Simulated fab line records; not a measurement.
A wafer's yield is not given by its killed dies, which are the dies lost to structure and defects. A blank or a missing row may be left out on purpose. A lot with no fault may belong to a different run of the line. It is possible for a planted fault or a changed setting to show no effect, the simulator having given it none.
fab line records | flow gf180mcu
record lots=12 wafers=36 last-day=36
route steps=602 shown PSD@257 SALICIDE@286 CONTACT@310 M1@319
lots that met no fault: from a run of the same line without faults
start-h: hours from the record's first day to the start of the lot's first wafer shown | wait-h: hours elapsed since this lot's preceding step | " the same as in the row above | L1.1+2: several wafers, shown together as one row | - no value, or no start given | * or withheld: withheld | < > ~ a bound
route shown NAME@n: a module of which the file shows steps, and the number in the route of the first | usual: mean/standard deviation of fault-free wafers | same: alike in all rows | chamber/n: place in a boat | sites: the reading at each site | _std_site: their standard deviation | _edge_site: outer sites' mean less inner sites' | radius-mm: for every site, how far away it sits from the centre of the wafer | mask NAME#n: copy n | behind: tool/chamber where the wafer was last shaped | hold: reason for holding the lot/hours on hold/outcome of the hold | device: the n, p or np transistor that did not switch | end of line: the route-end tests of the same wafers | a step without rows: its recipe alone | killed: the dies lost at the first sort to structure and to defects; this is not the yield of the wafer | map: per-die view of a wafer (x killed, . not killed, _ where there is no die)
set.NAME: the run value of the setting; set.NAME@STEP: its run value at that earlier step | model.NAME: the simulator's own value behind a step, which no gauge read
the route's steps for a sample of lots (tables are steps, rows are wafers)
services: a tool's chamber out of use, with start hour (start-h, from the record's first day; less than 0 if before it), hours out, and reason
## steps
# step GF_PSD_IMPLANT_09
# recipe species=BF2 energy-kev=40 dose-cm2=1.5e+15 tilt-deg=7
# usual dose-ions-cm2=1.5004e+15/1.6e+12 faraday-current-uA=8257/160
# columns lot.wafer tool chamber start-h wait-h dose-ions-cm2 faraday-current-uA
L825.2 implanter-01 0 357.60 0.0 1.5016e+15 8428
L825.5 " 0 " " 1.5046e+15 8431
L825.6 " 0 " " 1.5026e+15 8339
L828.1 implanter-02 0 385.57 0.0 1.5021e+15 8135
L828.3 " 0 " " 1.5015e+15 8134
L828.5 " 0 " " 1.5029e+15 8298
L833.2 implanter-02 0 428.19 0.0 1.3823e+15 7425
L833.4 " 0 " " 1.3808e+15 7583
L833.6 " 0 " " 1.3808e+15 7568
L834.1 implanter-02 0 434.45 0.0 1.3821e+15 7646
L834.2 " 0 " " 1.3828e+15 7581
L834.6 " 0 " " 1.3814e+15 7597
L841.3 implanter-04 0 490.29 0.1 1.5017e+15 8312
L841.5 " 0 " " 1.5013e+15 8539
L841.6 " 0 " " 1.5023e+15 8242
L842.1 implanter-01 0 502.82 0.0 1.4999e+15 8093
L842.3 " 0 " " 1.4983e+15 8397
L842.4 " 0 " " 1.5003e+15 8114
L843.4 implanter-01 0 505.15 0.1 1.499e+15 8103
L843.5 " 0 " " 1.5049e+15 8247
L843.6 " 0 " " 1.4991e+15 8186
L844.1 implanter-02 0 510.35 0.0 1.5e+15 8311
L844.5 " 0 " " 1.4998e+15 8219
L844.6 " 0 " " 1.4979e+15 8292
L845.1 implanter-01 0 519.11 0.0 1.4981e+15 8385
L845.3 " 0 " " 1.4989e+15 8387
L845.4 " 0 " " 1.4992e+15 8346
L846.1 implanter-02 0 528.31 0.0 1.5038e+15 8582
L846.3 " 0 " " 1.5021e+15 8357
L846.4 " 0 " " 1.501e+15 8144
L847.1 implanter-01 0 536.37 0.0 1.5002e+15 8456
L847.4 " 0 " " 1.5e+15 8338
L847.6 " 0 " " 1.5008e+15 8246
L848.3 implanter-02 0 542.04 0.1 1.4978e+15 8076
L848.4 " 0 " " 1.4998e+15 8267
L848.5 " 0 " " 1.4997e+15 8257
# step GF_PSD_STRIP_10
# recipe chemistry=O2/N2 power-w=1400 pressure-mtorr=1500 platen-temp-c=250 o2-flow-sccm=3000 n2-flow-sccm=300 overash-fraction=0.5
# usual drypump-motor-current-A=5.9/0.42 heater-power-w=330/42 oes-product-au=0.592/0.0045 strip-time-to-endpoint-s=16.54/0.043
# columns lot.wafer tool chamber start-h wait-h drypump-motor-current-A heater-power-w oes-product-au rf-hours-counter-h strip-time-to-endpoint-s
L825.2 plasma-asher-02 1 357.72 0.1 6.2 389 0.591 48 16.53
L825.5 " 1 " " 6.2 395 0.596 - 16.50
L825.6 " 0 " " 5.9 309 0.592 - 16.50
L828.1 plasma-asher-02 1 385.72 0.1 6.2 385 0.597 51 16.57
L828.3 " 1 " " 6.2 390 0.586 - 16.55
L828.5 " 1 " " 6.2 386 0.600 - 16.59
L833.2 plasma-asher-01 1 428.32 0.1 5.7 278 0.595 31 16.20
L833.4 " 1 " " 5.7 274 0.597 - 16.22
L833.6 " 1 " " 5.7 282 0.603 - 16.19
L834.1 plasma-asher-02 0 434.60 0.1 5.9 304 0.606 56 16.28
L834.2 " 1 " " 6.2 395 0.598 56 16.26
L834.6 " 1 " " 6.2 393 0.604 - 16.30
L841.3 plasma-asher-02 1 490.43 0.1 6.3 391 0.597 - 16.58
L841.5 " 0 " " 5.9 310 0.594 - 16.51
L841.6 " 1 " " 6.2 391 0.590 - 16.54
L842.1 plasma-asher-01 1 502.97 0.1 5.7 273 0.589 39 16.54
L842.3 " 0 " " 4.9 323 0.581 - 16.52
L842.4 " 1 " " 5.7 283 0.588 - 16.51
L843.4 plasma-asher-02 1 505.25 0.1 6.2 392 0.599 - 16.52
L843.5 " 1 " " 6.2 393 0.593 - 16.57
L843.6 " 0 " " 5.9 301 0.590 - 16.52
L844.1 plasma-asher-02 1 510.50 0.1 6.2 400 0.592 63 16.54
L844.5 " 0 " " 5.9 304 0.596 - 16.56
L844.6 " 1 " " 6.2 392 0.592 - 16.53
L845.1 plasma-asher-02 1 519.26 0.1 6.2 396 0.594 64 16.49
L845.3 " 1 " " 6.2 386 0.596 - 16.50
L845.4 " 0 " " 5.9 305 0.591 - 16.51
L846.1 plasma-asher-01 1 528.46 0.1 5.7 277 0.594 41 16.56
L846.3 " 1 " " 5.7 278 0.588 - 16.60
L846.4 " 0 " " 4.9 330 0.586 - 16.55
L847.1 plasma-asher-03 0 536.52 0.1 5.8 304 0.586 12 16.61
L847.4 " 0 " " 5.8 303 0.592 - 16.59
L847.6 " 1 " " 6.6 291 0.592 - 16.63
L848.3 plasma-asher-02 0 542.18 0.1 5.9 303 0.591 - 16.63
L848.4 " 1 " " 6.2 397 0.592 - 16.65
L848.5 " 1 " " 6.3 392 0.593 - 16.61
# step GF_PSD_RS_MEAS_15
# recipe thk-meas-gauge=four-point-probe
# usual PSD_RS=108.54/0.25
# columns lot.wafer tool chamber start-h wait-h PSD_RS[ohm/sq]
L825.2 film-metro-03 - 358.17 0.1 108.94
L825.5 " - " " 108.77
L825.6 " - " " 108.48
L828.1 film-metro-04 - 386.14 0.1 108.84
L828.3 " - " " 108.69
L828.5 " - " " 108.87
L833.2 film-metro-03 - 428.76 0.1 111.69
L833.4 " - " " 111.36
L833.6 " - " " 111.49
L834.1 film-metro-04 - 435.01 0.1 111.27
L834.2 " - " " 111.26
L834.6 " - " " 111.45
L841.3 film-metro-01 - 490.85 0.1 108.46
L841.5 " - " " 108.42
L841.6 " - " " 108.13
L842.1 film-metro-01 - 503.38 0.1 108.51
L842.3 " - " " 108.71
L842.4 " - " " 108.49
L843.4 film-metro-03 - 505.70 0.1 108.91
L843.5 " - " " 109.02
L843.6 " - " " 108.21
L844.1 film-metro-01 - 510.91 0.1 108.42
L844.5 " - " " 108.63
L844.6 " - " " 108.12
L845.1 film-metro-04 - 519.68 0.1 108.76
L845.3 " - " " 108.37
L845.4 " - " " 109.18
L846.1 film-metro-01 - 528.88 0.1 109.06
L846.3 " - " " 108.84
L846.4 " - " " 108.64
L847.1 film-metro-04 - 536.94 0.1 108.18
L847.4 " - " " 108.28
L847.6 " - " " 108.42
L848.3 film-metro-04 - 542.60 0.1 109.01
L848.4 " - " " 108.57
L848.5 " - " " 108.30
# step GF_SALICIDE_RTA_08
# recipe temp-c=800 time-s=30 ambient=N2
# usual chamber-o2-ppm=2.006/0.021 lamp-power-pct=18.6/1.4 wafer_temp_C_max=803.9/0.9
# columns lot.wafer tool chamber start-h wait-h chamber-o2-ppm lamp-power-pct wafer_temp_C_max
L825.2 rtp-anneal-02 0 382.86 0.0 2.058 19.7 804.5
L825.5 " 0 " " 2.009 19.6 803.6
L825.6 " 0 " " 2.009 19.7 803.3
L828.1 rtp-anneal-02 0 411.59 0.0 2.049 19.7 804.7
L828.3 " 0 " " 2.055 19.6 803.2
L828.5 " 0 " " 1.994 19.7 803.1
L833.2 rtp-anneal-02 0 454.90 0.0 2.002 19.7 802.9
L833.4 " 0 " " 2.028 19.7 803.1
L833.6 " 0 " " 2.009 19.7 804.2
L834.1 rtp-anneal-02 0 461.26 0.0 1.980 19.6 803.8
L834.2 " 0 " " 2.024 19.7 803.4
L834.6 " 0 " " 1.974 19.6 804.7
L841.3 rtp-anneal-02 0 516.37 0.0 1.977 19.7 805.2
L841.5 " 0 " " 1.965 19.6 803.9
L841.6 " 0 " " 2.022 19.6 804.2
L842.1 rtp-anneal-02 0 528.82 0.0 2.013 19.7 803.5
L842.3 " 0 " " 1.992 19.7 803.4
L842.4 " 0 " " 2.012 19.6 804.6
L843.4 rtp-anneal-01 0 530.72 0.1 2.000 16.7 804.6
L843.5 " 0 " " 2.033 16.8 804.7
L843.6 " 0 " " 2.019 16.7 804.7
L844.1 rtp-anneal-01 0 536.13 0.0 2.020 16.7 805.5
L844.5 " 0 " " 2.051 16.7 803.8
L844.6 " 0 " " 2.032 16.7 805.0
L845.1 rtp-anneal-02 0 544.70 0.0 2.002 19.7 803.3
L845.3 " 0 " " 1.988 19.6 803.8
L845.4 " 0 " " 2.000 19.6 802.7
L846.1 rtp-anneal-02 0 553.58 0.0 1.981 19.7 803.2
L846.3 " 0 " " 1.987 19.7 803.1
L846.4 " 0 " " 1.955 19.6 803.3
L847.1 rtp-anneal-01 0 561.82 0.0 2.022 16.7 803.7
L847.4 " 0 " " 2.026 16.7 804.0
L847.6 " 0 " " 1.988 16.7 803.5
L848.3 rtp-anneal-02 0 567.08 0.0 2.001 19.7 803.5
L848.4 " 0 " " 1.979 19.6 803.0
L848.5 " 0 " " 2.016 19.6 803.0
# step GF_CONTACT_SPUTTER_23
# recipe material=TiN target-thk-nm=10 chamber-pressure-pa=5 power-w=4000 time-s=40
# usual throttle-valve-pct=29.8/1.2
# columns lot.wafer tool chamber start-h wait-h throttle-valve-pct
L825.2 pvd-sputter-01 - 407.70 0.0 28.5
L825.5 " - " " 29.2
L825.6 " - " " 30.3
L828.1 pvd-sputter-02 - 436.94 0.0 31.2
L828.3 " - " " 27.8
L828.5 " - " " 31.4
L833.2 pvd-sputter-03 - 481.90 0.0 30.9
L833.4 " - " " 29.6
L833.6 " - " " 28.8
L834.1 pvd-sputter-02 - 488.49 0.0 31.8
L834.2 " - " " 27.7
L834.6 " - " " 32.1
L841.3 pvd-sputter-03 - 541.62 0.0 28.9
L841.5 " - " " 29.9
L841.6 " - " " 28.8
L842.1 pvd-sputter-02 - 554.49 0.0 29.7
L842.3 " - " " 27.7
L842.4 " - " " 31.3
L843.4 pvd-sputter-02 - 555.90 0.0 32.1
L843.5 " - " " 29.5
L843.6 " - " " 27.6
L844.1 pvd-sputter-02 - 561.24 0.0 31.3
L844.5 " - " " 31.9
L844.6 " - " " 27.3
L845.1 pvd-sputter-02 - 569.54 0.0 31.2
L845.3 " - " " 27.5
L845.4 " - " " 29.2
L846.1 pvd-sputter-01 - 577.69 0.0 30.5
L846.3 " - " " 28.6
L846.4 " - " " 29.3
L847.1 pvd-sputter-03 - 586.54 0.0 30.0
L847.4 " - " " 30.7
L847.6 " - " " 29.9
L848.3 pvd-sputter-03 - 591.40 0.0 28.9
L848.4 " - " " 30.9
L848.5 " - " " 31.0
# step GF_M1_SPUTTER_04
# recipe material=TiN target-thk-nm=50 power-w=6500 time-s=41.7 chamber-pressure-pa=0.4
# usual throttle-valve-pct=29.9/0.8
# columns lot.wafer tool chamber start-h wait-h throttle-valve-pct
L825.2 pvd-sputter-04 - 408.50 0.0 30.1
L825.5 " - " " 29.5
L825.6 " - " " 30.9
L828.1 pvd-sputter-01 - 437.74 0.0 30.2
L828.3 " - " " 28.5
L828.5 " - " " 30.4
L833.2 pvd-sputter-04 - 482.70 0.0 29.8
L833.4 " - " " 30.1
L833.6 " - " " 30.1
L834.1 pvd-sputter-01 - 489.29 0.0 29.2
L834.2 " - " " 29.4
L834.6 " - " " 30.5
L841.3 pvd-sputter-04 - 542.42 0.0 30.4
L841.5 " - " " 30.3
L841.6 " - " " 31.2
L842.1 pvd-sputter-01 - 555.29 0.0 29.0
L842.3 " - " " 29.3
L842.4 " - " " 28.6
L843.4 pvd-sputter-01 - 556.70 0.0 30.4
L843.5 " - " " 29.2
L843.6 " - " " 29.0
L844.1 pvd-sputter-01 - 562.04 0.0 28.6
L844.5 " - " " 28.5
L844.6 " - " " 30.5
L845.1 pvd-sputter-04 - 570.34 0.0 30.4
L845.3 " - " " 29.9
L845.4 " - " " 31.0
L846.1 pvd-sputter-03 - 578.49 0.0 30.9
L846.3 " - " " 30.7
L846.4 " - " " 28.9
L847.1 pvd-sputter-04 - 587.34 0.0 30.4
L847.4 " - " " 30.9
L847.6 " - " " 30.6
L848.3 pvd-sputter-01 - 592.20 0.0 29.0
L848.4 " - " " 29.5
L848.5 " - " " 30.3
## services
# columns tool chamber start-h hours kind
pvd-sputter-03 - 356.54 2.6 repair
pvd-sputter-01 - 362.35 4.3 repair
implanter-04 - 380.93 11.6 pm
implanter-04 - 393.56 7.4 pm
implanter-01 - 412.86 3.5 pm
plasma-asher-03 - 421.25 9.0 pm
implanter-04 - 438.12 1.9 repair
pvd-sputter-03 - 451.92 1.3 repair
plasma-asher-01 - 455.26 0.3 repair
plasma-asher-02 - 469.47 9.2 repair
implanter-02 - 490.16 3.2 pm
implanter-02 - 494.15 6.2 repair
plasma-asher-01 - 504.24 3.8 repair
implanter-01 - 509.19 1.3 repair
implanter-02 - 512.17 4.8 repair
pvd-sputter-02 - 515.81 3.5 repair
implanter-02 - 535.07 5.2 pm
plasma-asher-02 - 538.22 3.6 repair
plasma-asher-03 - 546.08 6.2 repair
pvd-sputter-01 - 549.63 1.2 repair
pvd-sputter-02 2 581.52 - consumable-replace:kit
pvd-sputter-02 2 581.52 18.0 scheduled-down
pvd-sputter-02 2 581.52 18.0 vent-cycle
plasma-asher-02 - 588.31 3.8 repair
## key
first-sign step=GF_PSD_IMPLANT_09 reading=dose-ions-cm2 direction=down sigmas=75 usual=1.5004e+15 struck=1.3817e+15
effect step=GF_PSD_IMPLANT_09 reading=faraday-current-uA direction=down sigmas=4.3 usual=8257 struck=7566
effect step=GF_PSD_STRIP_10 reading=strip-time-to-endpoint-s direction=down sigmas=6.9 usual=* struck=*
effect step=GF_PSD_RS_MEAS_15 reading=PSD_RS direction=up sigmas=11 usual=108.54 struck=111.42
met-at GF_PSD_IMPLANT_09
struck-lots L833,L834
tester-left-out L833,L834
not-acting-at GF_SALICIDE_RTA_08,GF_CONTACT_SPUTTER_23,GF_M1_SPUTTER_04
onset-between 385.57 428.19
fault kind=process-parameter-drift tool=implanter-02 chamber=- onset-h=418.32 steps=GF_PSD_IMPLANT_09 channel=dose-cm2 offset=-1.185e+14 shape=step end-h=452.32 acts-in=these-recipes-only stated=1.5e+15
# tester-left-out: of these lots the tester's yield and bins aren't shown, on N5 and GAA mostly nor the transistor test; their killed dies are dies lost to structure and defects alone, not to doping, threshold or leakage, so they don't give the yield
